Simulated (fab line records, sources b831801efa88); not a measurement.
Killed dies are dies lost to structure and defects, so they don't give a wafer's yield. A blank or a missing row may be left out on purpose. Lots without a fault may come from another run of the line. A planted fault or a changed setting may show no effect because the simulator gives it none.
A struck lot beside a sound one | flow gf180mcu | 14 steps out of a route of 602
Sound: wafers L321.2, L321.3, L321.4. Struck: wafers L328.1, L328.2, L328.6. The cause comes at the end.
At each step with rows: each side's tool, then ch and its chambers, then its first start. Under that, the readings that differ: sound wafers | struck wafers | difference of the means | sigmas: that difference in standard deviations of wafers without a fault.
alike: readings whose means differ by less than 2 such deviations, and words and numbers that are the same on both sides. not compared: withheld readings, readings that some wafer has no value for, bounds like >300 that may hide the same value, and numbers for which the record gives no deviation and whose values overlap.
The two part at a step that has a row with sigmas, a row that says differs or no value, or rows on one side only. Numbers that don't overlap but have no deviation are shown without sigmas and don't part them. A reading that every wafer of one side lacks parts them only if that side has two wafers or more.

GF_HV_LDD_CD_MEAS_31: target cd 400 nm.
  sound on cd_sem-02, day 13 10:16; struck on cd_sem-01, day 15 17:23
  alike: cd_nm
GF_HV_LDD_OVL_MEAS_32:
  sound on overlay-02, day 13 10:22; struck on overlay-02, day 15 17:31
  alike: HV_LDD_02_OVL
then, 4 steps without rows for these wafers: GF_HV_LDD_IMPLANT_33; GF_HV_LDD_IMPLANT_34; GF_HV_LDD_IMPLANT_35; GF_HV_LDD_IMPLANT_36.
GF_HV_LDD_STRIP_37: strips in O2/N2.
  sound on plasma_asher-01 ch 0,1, day 13 11:00; struck on plasma_asher-02 ch 0,1, day 15 18:09
  alike: drypump_motor_current_A, heater_power_w, oes_product_au, strip_time_to_endpoint_s
  not compared: rf_hours_counter_h
GF_HV_LDD_TW_MEAS_38:
  sound on film_metro-01, day 13 11:07; struck on film_metro-03, day 15 18:15
  alike: HV_LDD_3_TW
then, 4 steps without rows for these wafers: GF_HV_LDD_DEHYDRATE_39 (time 60 s); GF_HV_LDD_HMDS_40 (prime time 60 s); GF_HV_LDD_COAT_41 (resist thk 1000 nm); GF_HV_LDD_SOFTBAKE_42 (time 60 s).
GF_HV_LDD_EXPOSE_43: exposes mask Pplus HV AREA, target cd 400 nm.
  sound on iline_stepper-01 ch 0, day 13 21:31; struck on iline_stepper-02, day 16 05:21
  no value came back on the struck wafers for exposure_dose_mJ_cm2, focus_offset_nm (nm); on the sound wafers exposure_dose_mJ_cm2 reads 140.06 140.00 139.84
  reading                        | sound                   | struck                  | difference | sigmas
  model.HV_LDD.overlay_y_nm (nm) | 0.8258 0.8258 0.8258    | 0.9488 0.9488 0.9488    | +0.1230    |
  model.HV_LDD.overlay_x_nm (nm) | -0.3871 -0.3871 -0.3871 | -0.6764 -0.6764 -0.6764 | -0.2893    |
  alike: mask
then, 1 step without rows for these wafers: GF_HV_LDD_PEB_44.

WHERE THEY PART
Only at GF_HV_LDD_EXPOSE_43, within this record.

WHY: what the simulator had put in
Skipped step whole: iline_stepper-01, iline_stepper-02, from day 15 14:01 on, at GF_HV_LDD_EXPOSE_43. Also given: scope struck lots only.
